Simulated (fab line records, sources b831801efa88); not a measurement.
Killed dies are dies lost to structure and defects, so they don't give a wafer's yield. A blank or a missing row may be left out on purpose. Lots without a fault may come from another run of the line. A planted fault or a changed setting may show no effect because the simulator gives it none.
One fault seen from 2 desks | flow sky130 | each desk has only its own numbers; what lay behind them comes last

THE METROLOGY DESK
What the gauges read, lot by lot, whatever tool the lot ran on: means of the sampled wafers that have a number. A lot is out of limits, marked OUT, if its mean lies more than 4 standard deviations from the usual mean; the brackets give that distance.
Columns: A = VIA4_BOW at SKY_VIA4_BOW_MEAS_03, usual 80 um; B = PASSIVATION_CVD_00_THK at SKY_PASSIVATION_THK_MEAS_01, usual 90.3 nm; C = PAD_OPEN_BOW at SKY_PAD_OPEN_BOW_MEAS_13, usual 47 um
lot  | first seen here | A  | B    | C
L209 | day 42 17:04    | 82 | 90.5 | 43
L211 | day 43 09:10    | 84 | 91.8 | 48
L212 | day 43 15:42    | 82 | 89.7 | 57
L213 | day 44 09:19    | 88 | 89.2 | 54
L214 | day 44 13:18    | 72 | 91.0 | 36
L217 | day 45 11:36    | 85 | 89.5 | 50
L218 | day 45 12:00    | 76 | 89.5 | 46
L220 | day 45 19:37    | 86 | 90.2 | 51
L223 | day 46 13:29    | 82 | 90.8 | 45
L222 | day 46 13:58    | 79 | 90.4 | 46
L224 | day 46 14:58    | 77 | 90.0 | 50
L228 | day 47 14:18    | 74 | 90.5 | 43
L231 | day 48 05:08    | 81 | 89.5 | 49
This desk's finding: nothing out of limits on any of the 13 lots.

THE TOOL OWNER'S DESK: plasma_asher-02
The tool's own readings at SKY_LDD_N_STRIP_16 (strips in O2/N2): means of the sampled wafers that have a number, for each lot that ran on this tool. A lot is out of limits, marked OUT, if its mean lies more than 4 standard deviations from the usual mean; the brackets give that distance.
Columns: A = drypump_motor_current_A at SKY_LDD_N_STRIP_16, usual 5.39 A; B = n2_flow_sccm at SKY_LDD_N_STRIP_16, usual 300.0 sccm; C = oes_product_au at SKY_LDD_N_STRIP_16, usual 0.407 a.u.; D = strip_time_to_endpoint_s at SKY_LDD_N_STRIP_16, usual 4.317 s
lot  | first seen here | A    | B     | C     | D
L214 | day 20 18:59    | 5.85 | 299.4 | 0.407 | 4.319
L223 | day 23 05:40    | 5.84 | 299.6 | 0.409 | 4.327
L224 | day 23 12:43    | 5.76 | 300.7 | 0.407 | 4.305
L228 | day 24 22:02    | 5.78 | 299.7 | 0.407 | 4.323
L231 | day 25 12:26    | 5.84 | 300.2 | 0.405 | 4.302
This desk's finding: nothing out of limits on any of the 5 lots.

PUT TOGETHER
The metrology desk saw nothing out of limits.
The tool owner's desk saw nothing out of limits.

WHAT THE SIMULATOR HAD PUT IN
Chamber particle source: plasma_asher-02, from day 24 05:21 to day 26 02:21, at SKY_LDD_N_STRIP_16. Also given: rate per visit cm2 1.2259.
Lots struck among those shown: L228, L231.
